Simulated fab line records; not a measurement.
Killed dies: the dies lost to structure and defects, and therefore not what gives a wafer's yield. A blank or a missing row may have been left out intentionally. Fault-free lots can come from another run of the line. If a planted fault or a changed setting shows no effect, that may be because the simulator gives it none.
8D (eight disciplines) problem report, filled in by code -- flow sfq_line -- the parts of the form that need people (team, actions taken, sign-off) are left out

== 1. PROBLEM STATEMENT ==
Mean M1_NB_RS at SFQ_M1_RS_MEAS_909: 0.801 ohm/sq over 9 wafers in 3 lots; fault-free wafers: 0.893 ohm/sq, standard deviation 0.01. That puts it -9.2 standard deviations away from the usual mean.
The step: measures by four-point-probe.
First observed at day 15 15:43: wafer L528.1, on film_metro-02. At this step, 45 wafers from 15 lots have a number in the record. The rule behind "out" and "out of limits": a value lying over 4 standard deviations away from the usual mean. The other wafers with a number count as sound.

== 2. WHAT IT IS, AND WHAT IT ISN'T ==
question,is,is not
which readings at this step,M1_NB_RS,-
which lots,"L528, L530, L532","L511, L512, L513, L514, L516, L518, L519, L521, L523, L526, L529, L531"
which wafers of those lots,all that have a number,-
read on which gauges,"film_metro-01, film_metro-02",film_metro-04
when,from day 15 15:43,"up to then (30 sound wafers); but 6 sound wafers of L529, L531 came after"

== 3. WHAT RULES OUT EACH SUSPECT ==
Counting: a tool stays on the suspect list if, at a process step up to the reading, it processed all lots that are out and no sound lot following the first of them.
- the gauge at SFQ_M1_RS_MEAS_909 has been ruled out. Those wafers that are out were read across 2 gauges (film_metro-01, film_metro-02).
- pvd_sputter-03 at SFQ_TRILAYER_M1_DEP_SPUTTER_037 (material Nb, target thk 200 nm, time 133.3 s): kept. All lots that are out passed through it, beginning with L528 at day 15 15:37, and no sound lot followed; its final sound lot before that point was L526 at day 15 02:38. Its own cathode_dc_power_W readings are out on those wafers.
Remaining after the count: pvd_sputter-03 at SFQ_TRILAYER_M1_DEP_SPUTTER_037.

== 4. THE CAUSE (what the simulator had put in) ==
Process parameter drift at SFQ_TRILAYER_M1_DEP_SPUTTER_037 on pvd_sputter-03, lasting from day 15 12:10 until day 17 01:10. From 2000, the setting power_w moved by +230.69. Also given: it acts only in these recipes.
Counting left only this tool.

== 5. SEQUENCE OF EFFECTS, ordered by route ==
Rows list readings where the struck wafers' mean (over those with a number) sits beyond 3 standard deviations from the usual. Only readings for which the record gives a usual standard deviation are gone through. hours: the time from each lot's start at the first step in this table that gives one to its start at this step, as a median over the lots. sigmas: the change in usual standard deviations.
hours,step,reading,usual,on struck wafers,change,sigmas
0,SFQ_TRILAYER_M1_DEP_SPUTTER_037,cathode_dc_power_W,2000.0 W,2230.9,+230.9,+99 or more
0,SFQ_M1_RS_MEAS_909,M1_NB_RS,0.893 ohm/sq,0.801,-0.092,-9.2
19,SFQ_TRILAYER_M1_ETCH_METAL_ETCH_042,oes_product_au,0.892 a.u.,0.949,+0.057,+8.7
The process steps in it:
- SFQ_TRILAYER_M1_DEP_SPUTTER_037: material Nb, target thk 200 nm, time 133.3 s.
- SFQ_TRILAYER_M1_ETCH_METAL_ETCH_042: etches Nb in Cl2/Ar, stops on SiO2, target depth 240 nm, time 120 s.
Later measuring or inspecting steps at which every struck wafer that the step has a row for has a number for every such reading, and none has moved that far: SFQ_M5_OVL_MEAS_932.

== 6. WHAT WOULD HAVE CAUGHT IT SOONER ==
The first out-of-limits reading at a measuring or inspecting step in this record came at day 15 15:43, 4 hours after the fault's start at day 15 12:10.
At SFQ_TRILAYER_M1_DEP_SPUTTER_037, the tool's own readings (cathode_dc_power_W) were out on each struck wafer the step has a row for, so an alarm limit on them would have fired on the first such wafer.
Lots out: 3; of these, L530, L532 started SFQ_TRILAYER_M1_DEP_SPUTTER_037 on pvd_sputter-03 after day 15 15:43. A hold on the tool at that time would have spared those 2.
